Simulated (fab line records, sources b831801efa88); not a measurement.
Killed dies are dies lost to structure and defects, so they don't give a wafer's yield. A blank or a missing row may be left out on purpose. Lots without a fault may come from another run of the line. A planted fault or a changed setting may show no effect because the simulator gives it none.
fab line records | flow gf180mcu
record lots=6 wafers=18 last_day=34
route steps=602 shown MIM@507
lots that met no fault: from a run of the same line without faults
start_h: hours from the record's first day to the start of the lot's first wafer shown | wait_h: hours since the lot's step before | " the same as in the row above | L1.1+2: a row that stands for several wafers | - no value, or no start given | * or withheld: withheld | < > ~ a bound
route shown NAME@n: a module of which the file shows steps, and the number in the route of the first | usual: mean/standard deviation of fault-free wafers | same: alike in all rows | chamber/n: place in a boat | sites: the reading at each site | _std_site: their standard deviation | _edge_site: outer sites' mean less inner sites' | radius_mm: how far each site lies from the wafer's centre | mask NAME#n: copy n | behind: the tool/chamber that last shaped the wafer | hold: why the lot was held/for how many hours/how that ended | device: the transistor (n, p or np) that didn't switch | end of line: the same wafers' tests at the end of the route | a step without rows: its recipe alone | killed: dies lost to structure and defects at the first sort, not the wafer's yield | map: a wafer's dies, x killed, . not, _ none there
set.NAME: the setting as run; set.NAME@STEP: as run at that earlier step | model.NAME: the simulator's own value behind a step, which no gauge read
lots at some steps of the route; a table a step, a row a wafer
services: from which hour (start_h, from the record's first day; less than 0 if before it) a tool's chamber was out of use, for how many hours, and why
## steps
# step GF_MIM_SPUTTER_04
# recipe material=TiN target_thk_nm=50 power_w=6500 time_s=41.7 chamber_pressure_pa=0.4
# usual throttle_valve_pct=29.9/1
# columns lot.wafer tool chamber start_h wait_h throttle_valve_pct
L371.2 pvd_sputter-01 - 583.51 0.0 28.9
L371.3 " - " " 28.6
L371.4 " - " " 29.4
L376.1 pvd_sputter-01 - 626.66 0.0 28.8
L376.2 " - " " 28.4
L376.4 " - " " 30.9
L377.3 pvd_sputter-04 - 635.44 0.0 29.9
L377.5 " - " " 28.8
L377.6 " - " " 31.2
L378.1 pvd_sputter-04 - 640.24 0.0 29.9
L378.2 " - " " 30.9
L378.5 " - " " 29.9
L391.1 pvd_sputter-01 - 727.47 0.0 29.0
L391.2 " - " " 28.7
L391.6 " - " " 28.5
L392.2 pvd_sputter-04 - 736.44 0.0 30.6
L392.3 " - " " 28.6
L392.4 " - " " 31.1
# step GF_MIM_CVD_05
# recipe material=Si3N4 target_thk_nm=42 temp_max_c=400 temp_c=385 time_s=29.086 rf_w=450
# usual heater_power_w=665/88
# columns lot.wafer tool chamber start_h wait_h heater_power_w
L371.2 pecvd-03 2 583.55 0.0 621
L371.3 " 0 " " 687
L371.4 " 2 " " 638
L376.1 pecvd-04 1 626.71 0.0 749
L376.2 " 2 " " 593
L376.4 " 2 " " 596
L377.3 pecvd-04 1 635.48 0.0 764
L377.5 " 1 " " 783
L377.6 " 0 " " 550
L378.1 pecvd-03 2 640.28 0.0 613
L378.2 " 1 " " 820
L378.5 " 2 " " 635
L391.1 pecvd-04 0 727.51 0.0 585
L391.2 " 1 " " 670
L391.6 " 2 " " 583
L392.2 pecvd-04 1 736.48 0.0 751
L392.3 " 2 " " 530
L392.4 " 2 " " 528
# step GF_MIM_THK_MEAS_06
# recipe reads=Si3N4_of_MIM_CVD_05
# usual MIM_CVD_05_THK=42.0/0.56
# columns lot.wafer tool chamber start_h wait_h MIM_CVD_05_THK[nm]
L371.2 film_metro-03 - 583.59 0.0 41.7
L371.3 " - " " 41.7
L371.4 " - " " 42.4
L376.1 film_metro-03 - 626.74 0.0 41.6
L376.2 " - " " 41.8
L376.4 " - " " 42.0
L377.3 film_metro-03 - 635.54 0.0 41.6
L377.5 " - " " 42.6
L377.6 " - " " 42.3
L378.1 film_metro-01 - 640.31 0.0 41.7
L378.2 " - " " 41.7
L378.5 " - " " 42.4
L391.1 film_metro-01 - 727.54 0.0 42.4
L391.2 " - " " 41.6
L391.6 " - " " 42.9
L392.2 film_metro-02 - 736.52 0.0 41.7
L392.3 " - " " 41.3
L392.4 " - " " 42.1
# step GF_MIM_SPUTTER_07
# recipe material=TiN target_thk_nm=60 power_w=6500 time_s=50 chamber_pressure_pa=0.4
# usual throttle_valve_pct=30.0/1
# columns lot.wafer tool chamber start_h wait_h throttle_valve_pct
L371.2 pvd_sputter-04 - 583.64 0.0 30.4
L371.3 " - " " 29.5
L371.4 " - " " 31.0
L376.1 pvd_sputter-04 - 626.80 0.1 28.3
L376.2 " - " " 29.7
L376.4 " - " " 29.7
L377.3 pvd_sputter-03 - 635.58 0.0 30.0
L377.5 " - " " 30.1
L377.6 " - " " 31.1
L378.1 pvd_sputter-03 - 640.37 0.1 31.5
L378.2 " - " " 31.1
L378.5 " - " " 28.8
L391.1 pvd_sputter-03 - 727.60 0.1 31.1
L391.2 " - " " 29.0
L391.6 " - " " 30.0
L392.2 pvd_sputter-01 - 736.57 0.0 28.8
L392.3 " - " " 29.8
L392.4 " - " " 28.8
# step GF_MIM_SPUTTER_08
# recipe material=AlCu target_thk_nm=200 power_w=10600 time_s=10.6 chamber_pressure_pa=0.4
# usual throttle_valve_pct=30.0/0.96
# columns lot.wafer tool chamber start_h wait_h throttle_valve_pct
L371.2 pvd_sputter-04 - 583.68 0.0 30.7
L371.3 " - " " 29.8
L371.4 " - " " 30.8
L376.1 pvd_sputter-04 - 626.84 0.0 28.9
L376.2 " - " " 29.9
L376.4 " - " " 29.8
L377.3 pvd_sputter-03 - 635.62 0.0 30.2
L377.5 " - " " 30.1
L377.6 " - " " 31.1
L378.1 pvd_sputter-03 - 640.42 0.0 31.1
L378.2 " - " " 31.1
L378.5 " - " " 29.0
L391.1 pvd_sputter-03 - 727.65 0.0 30.9
L391.2 " - " " 29.1
L391.6 " - " " 30.3
L392.2 pvd_sputter-01 - 736.62 0.0 28.9
L392.3 " - " " 29.8
L392.4 " - " " 28.9
# step GF_MIM_SPUTTER_09
# recipe material=TiN target_thk_nm=35 power_w=6500 time_s=29.2 chamber_pressure_pa=0.4
# usual throttle_valve_pct=30.0/0.99
# columns lot.wafer tool chamber start_h wait_h throttle_valve_pct
L371.2 pvd_sputter-04 - 583.71 0.0 30.6
L371.3 " - " " 29.6
L371.4 " - " " 31.1
L376.1 pvd_sputter-04 - 626.87 0.0 28.7
L376.2 " - " " 29.6
L376.4 " - " " 29.6
L377.3 pvd_sputter-03 - 635.64 0.0 29.8
L377.5 " - " " 29.9
L377.6 " - " " 31.2
L378.1 pvd_sputter-03 - 640.44 0.0 31.5
L378.2 " - " " 31.3
L378.5 " - " " 29.0
L391.1 pvd_sputter-03 - 727.67 0.0 31.3
L391.2 " - " " 28.8
L391.6 " - " " 30.0
L392.2 pvd_sputter-01 - 736.64 0.0 29.0
L392.3 " - " " 29.8
L392.4 " - " " 29.0
# step GF_MIM_RS_MEAS_10
# recipe thk_meas_gauge=four-point-probe reads=TiN_of_MIM_SPUTTER_09+AlCu_of_MIM_SPUTTER_08+TiN_of_MIM_SPUTTER_07
# usual MIM_ALCU_RS=0.1600/0.0019
# columns lot.wafer tool chamber start_h wait_h MIM_ALCU_RS[ohm/sq]
L371.2 film_metro-02 - 583.76 0.0 0.1628
L371.3 " - " " 0.1597
L371.4 " - " " 0.1622
L376.1 film_metro-02 - 626.90 0.0 0.1614
L376.2 " - " " 0.1593
L376.4 " - " " 0.1581
L377.3 film_metro-03 - 635.72 0.1 0.1600
L377.5 " - " " 0.1579
L377.6 " - " " 0.1584
L378.1 film_metro-02 - 640.47 0.0 0.1636
L378.2 " - " " 0.1623
L378.5 " - " " 0.1629
L391.1 film_metro-03 - 727.70 0.0 0.1623
L391.2 " - " " 0.1607
L391.6 " - " " 0.1604
L392.2 film_metro-01 - 736.69 0.0 0.1593
L392.3 " - " " 0.1608
L392.4 " - " " 0.1576
# step GF_MIM_THK_MEAS_11
# recipe thk_meas_gauge=xrf reads=AlCu_of_MIM_SPUTTER_08
# usual MIM_ALCU_THK=199.2/2.7
# columns lot.wafer tool chamber start_h wait_h MIM_ALCU_THK[nm]
L371.2 film_metro-02 - 583.87 0.1 193.1
L371.3 " - " " 198.2
L371.4 " - " " 195.4
L376.1 film_metro-02 - 627.02 0.1 198.7
L376.2 " - " " 200.1
L376.4 " - " " 202.2
L377.3 film_metro-03 - 635.82 0.1 200.2
L377.5 " - " " 202.0
L377.6 " - " " 201.8
L378.1 film_metro-02 - 640.59 0.1 194.7
L378.2 " - " " 196.7
L378.5 " - " " 196.7
L391.1 film_metro-03 - 727.82 0.1 195.4
L391.2 " - " " 199.3
L391.6 " - " " 197.8
L392.2 film_metro-01 - 736.80 0.1 200.7
L392.3 " - " " 198.8
L392.4 " - " " 201.3
# step GF_MIM_DEHYDRATE_12
# recipe temp_c=200 time_s=60
# step GF_MIM_HMDS_13
# recipe prime_time_s=60 prime_temp_c=120
# step GF_MIM_COAT_14
# recipe resist=NOVOLAK spin_rpm=3000 resist_thk_nm=1000
# step GF_MIM_SOFTBAKE_15
# recipe temp_c=90 time_s=60 resist=NOVOLAK
# step GF_MIM_EXPOSE_16
# recipe mask_id=FuseTop target_cd_nm=2000 na=0.6 source_shape=conventional sigma_outer=0.6 dose_mj=140
# usual exposure_dose_mJ_cm2=139.99/0.14 focus_offset_nm=-0.1/0.55
# columns lot.wafer tool chamber start_h wait_h mask exposure_dose_mJ_cm2 focus_offset_nm
L371.2 iline_stepper-02 0 594.27 - FuseTop#0 140.09 0.6
L371.3 " 0 " " FuseTop#0 140.13 -0.1
L371.4 " 0 " " FuseTop#0 140.37 0.3
L376.1 iline_stepper-02 - 637.32 - FuseTop#0 - -
L376.2 " - " " FuseTop#0 - -
L376.4 " - " " FuseTop#0 - -
L377.3 iline_stepper-01 - 645.75 - FuseTop#0 - -
L377.5 " - " " FuseTop#0 - -
L377.6 " - " " FuseTop#0 - -
L378.1 iline_stepper-01 0 650.46 - FuseTop#0 140.01 -0.6
L378.2 " 0 " " FuseTop#0 140.06 0.8
L378.5 " 0 " " FuseTop#0 139.91 -0.6
L391.1 iline_stepper-01 0 736.46 - FuseTop#0 140.03 -0.1
L391.2 " 0 " " FuseTop#0 140.19 0.6
L391.6 " 0 " " FuseTop#0 140.12 -0.9
L392.2 iline_stepper-02 0 745.30 - FuseTop#0 140.01 -0.3
L392.3 " 0 " " FuseTop#0 140.15 -0.3
L392.4 " 0 " " FuseTop#0 140.13 1.0
# step GF_MIM_PEB_17
# recipe temp_c=withheld time_s=* resist=NOVOLAK
## services
# columns tool chamber start_h hours kind
pecvd-03 1 565.89 6.7 repair
pecvd-04 - 570.04 0.3 repair
iline_stepper-01 - 571.13 4.4 pm
pvd_sputter-04 - 573.51 2.1 repair
iline_stepper-01 0 589.45 - calibration
pvd_sputter-04 - 604.51 3.5 repair
pvd_sputter-01 - 615.46 2.5 repair
iline_stepper-01 - 635.77 1.7 pm
pecvd-04 - 640.10 0.8 repair
pecvd-03 - 655.21 1.5 repair
iline_stepper-02 - 664.02 2.1 pm
iline_stepper-02 - 666.10 - consumable_replace:lamp
pvd_sputter-03 - 677.38 1.3 repair
pecvd-03 0 683.29 6.1 repair
iline_stepper-02 - 723.70 1.7 pm
iline_stepper-02 0 734.82 - calibration
## key
first_sign step=GF_MIM_EXPOSE_16 reading=tool_record direction=missing
effect none on later readings
met_at GF_MIM_EXPOSE_16
struck_wafers L376.1,L376.2,L376.4,L377.3,L377.5,L377.6
later_rows_left_out L376.1,L376.2,L376.4,L377.3,L377.5,L377.6
sort_left_out L376.1,L376.2,L376.4,L377.3,L377.5,L377.6
onset_between 594.27 637.32
fault kind=skipped_step_whole tool=iline_stepper-01,iline_stepper-02 chamber=- onset_h=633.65 steps=GF_MIM_EXPOSE_16 scope=struck_lots_only
# sort_left_out: the simulated sort isn't trusted on such a fault, so these wafers' sort isn't shown, and their yield isn't known
# later_rows_left_out: the simulator's readings of these wafers behind a module that went badly wrong aren't trusted and aren't shown, but for the sort
